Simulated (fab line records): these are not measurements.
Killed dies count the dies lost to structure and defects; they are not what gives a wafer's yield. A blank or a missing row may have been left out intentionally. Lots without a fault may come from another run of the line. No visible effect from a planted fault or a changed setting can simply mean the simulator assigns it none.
Commonality check across tools + flow sky130 + 13 lots, 39 wafers sampled

THE REASON FOR OPENING IT
Of 13 lots, 1 have the reading VT_ADJUST_LVTN_2_TW flagged at SKY_VT_ADJUST_LVTN_TW_MEAS_21. No-fault wafers: 189.7, standard deviation 1.2.
Rule: a lot gets a flag if all its wafers with a number sit over 4 standard deviations from that mean, or if no wafer of it has a number. All remaining lots are regarded as sound.

| lot  | measured     | on            | VT_ADJUST_LVTN_2_TW, wafer by wafer | flag    |
|------|--------------|---------------|-------------------------------------|---------|
| L524 | day 7 17:58  | film-metro-03 | 189.7 188.4 189.5                   |         |
| L525 | day 8 00:38  | film-metro-03 | 189.4 189.1 189.5                   |         |
| L526 | day 8 05:13  | film-metro-01 | 188.4 188.4 188.3                   |         |
| L527 | day 8 09:37  | film-metro-04 | 188.2 188.2 187.8                   |         |
| L534 | day 10 16:05 | film-metro-03 | 30.5 30.5 30.4                      | FLAGGED |
| L538 | day 11 20:35 | film-metro-03 | 190.5 190.3 190.5                   |         |
| L539 | day 12 02:01 | film-metro-04 | 188.5 187.9 189.3                   |         |
| L540 | day 12 10:55 | film-metro-04 | 188.1 188.6 188.0                   |         |
| L542 | day 12 19:57 | film-metro-03 | 191.3 190.6 191.2                   |         |
| L543 | day 13 02:16 | film-metro-03 | 190.6 191.4 190.4                   |         |
| L545 | day 13 14:19 | film-metro-04 | 189.2 189.7 190.4                   |         |
| L546 | day 13 21:50 | film-metro-03 | 191.6 190.8 190.5                   |         |
| L547 | day 14 05:53 | film-metro-03 | 189.6 191.0 191.0                   |         |
Flagged lots average 30.5: -159.2 relative to the usual, that is -99 or more standard deviations.

EACH LOT AND THE TOOL IT RAN ON
Before the reading, the record contains 2 process steps out of a 708-step route. Cell contents, in order: the tool; ch with the chambers the sampled wafers went through; the start.
| lot  | flag    | SKY_VT_ADJUST_LVTN_STRIP_09          | SKY_VT_ADJUST_LVTN_STRIP_20          |
|------|---------|--------------------------------------|--------------------------------------|
| L524 |         | plasma-asher-01 ch 0,1, day 6 21:33  | plasma-asher-03 ch 0,1, day 7 17:51  |
| L525 |         | plasma-asher-03 ch 0,1, day 7 04:26  | plasma-asher-04 ch 0,1, day 8 00:32  |
| L526 |         | plasma-asher-04 ch 0,1, day 7 09:05  | plasma-asher-04 ch 0,1, day 8 05:08  |
| L527 |         | plasma-asher-01 ch 0,1, day 7 13:20  | plasma-asher-04 ch 0,1, day 8 09:32  |
| L534 | FLAGGED | plasma-asher-03 ch 0,1, day 9 18:14  | plasma-asher-03 ch 0,1, day 10 15:59 |
| L538 |         | plasma-asher-01 ch 0,1, day 10 20:23 | plasma-asher-04 ch 0,1, day 11 20:29 |
| L539 |         | plasma-asher-01 ch 0,1, day 11 02:05 | plasma-asher-01 ch 0,1, day 12 01:56 |
| L540 |         | plasma-asher-04 ch 0,1, day 11 09:56 | plasma-asher-03 ch 0,1, day 12 10:49 |
| L542 |         | plasma-asher-01 ch 0,1, day 11 18:53 | plasma-asher-04 ch 0,1, day 12 19:51 |
| L543 |         | plasma-asher-04 ch 0,1, day 12 00:53 | plasma-asher-04 ch 1, day 13 02:09   |
| L545 |         | plasma-asher-03 ch 0, day 12 12:12   | plasma-asher-03 ch 0,1, day 13 14:12 |
| L546 |         | plasma-asher-01 ch 0,1, day 12 20:12 | plasma-asher-03 ch 0,1, day 13 21:44 |
| L547 |         | plasma-asher-01 ch 0,1, day 13 04:35 | plasma-asher-01 ch 0,1, day 14 05:47 |
What is done by these steps:
- SKY_VT_ADJUST_LVTN_STRIP_09: strips in O2/N2.
- SKY_VT_ADJUST_LVTN_STRIP_20: strips in O2/N2.
- SKY_VT_ADJUST_LVTN_TW_MEAS_21

FLAGGED OVER TOTAL, TOOL BY TOOL (the gauges that took the reading come last)
| step                          | tool            | lots run | flagged | share of the flagged lots | sound lots run after its first flagged lot |
|-------------------------------|-----------------|----------|---------|---------------------------|--------------------------------------------|
| SKY_VT_ADJUST_LVTN_STRIP_09   | plasma-asher-01 | 7        | 0       | none                      | -                                          |
| SKY_VT_ADJUST_LVTN_STRIP_09   | plasma-asher-03 | 3        | 1       | all                       | 1 (L545)                                   |
| SKY_VT_ADJUST_LVTN_STRIP_09   | plasma-asher-04 | 3        | 0       | none                      | -                                          |
| SKY_VT_ADJUST_LVTN_STRIP_20   | plasma-asher-01 | 2        | 0       | none                      | -                                          |
| SKY_VT_ADJUST_LVTN_STRIP_20   | plasma-asher-03 | 5        | 1       | all                       | 3 (L540,L545,L546)                         |
| SKY_VT_ADJUST_LVTN_STRIP_20   | plasma-asher-04 | 6        | 0       | none                      | -                                          |
| SKY_VT_ADJUST_LVTN_TW_MEAS_21 | film-metro-01   | 1        | 0       | none                      | -                                          |
| SKY_VT_ADJUST_LVTN_TW_MEAS_21 | film-metro-03   | 8        | 1       | all                       | 5 (L538,L542,L543,L546,L547)               |
| SKY_VT_ADJUST_LVTN_TW_MEAS_21 | film-metro-04   | 4        | 0       | none                      | -                                          |

WHAT THE TABLE ALLOWS
plasma-asher-03 at SKY_VT_ADJUST_LVTN_STRIP_09, plasma-asher-03 at SKY_VT_ADJUST_LVTN_STRIP_20 and film-metro-03 at SKY_VT_ADJUST_LVTN_TW_MEAS_21: these 3 rows of the table ran every flagged lot.
- plasma-asher-03 at SKY_VT_ADJUST_LVTN_STRIP_09: 1 of its 3 lots flagged. Sound lots followed the first flagged one (L545) on it, something a lasting fault affecting the whole tool could not allow. Its own readings lie more than 4 standard deviations out on every wafer of the flagged lots: oes-product-au.
- plasma-asher-03 at SKY_VT_ADJUST_LVTN_STRIP_20: 1 of its 5 lots flagged. Sound lots followed the first flagged one (L540, L545, L546) on it, something a lasting fault affecting the whole tool could not allow. Its own readings lie more than 4 standard deviations out on every wafer of the flagged lots: strip-time-to-endpoint-s.
- film-metro-03 at SKY_VT_ADJUST_LVTN_TW_MEAS_21: 1 of its 8 lots flagged. Sound lots followed the first flagged one (L538, L542, L543, L546, L547) on it, something a lasting fault affecting the whole tool could not allow.
There is no row in the table that ran each flagged lot and no sound lot after the first.

WHAT THE SIMULATOR HAD INSERTED
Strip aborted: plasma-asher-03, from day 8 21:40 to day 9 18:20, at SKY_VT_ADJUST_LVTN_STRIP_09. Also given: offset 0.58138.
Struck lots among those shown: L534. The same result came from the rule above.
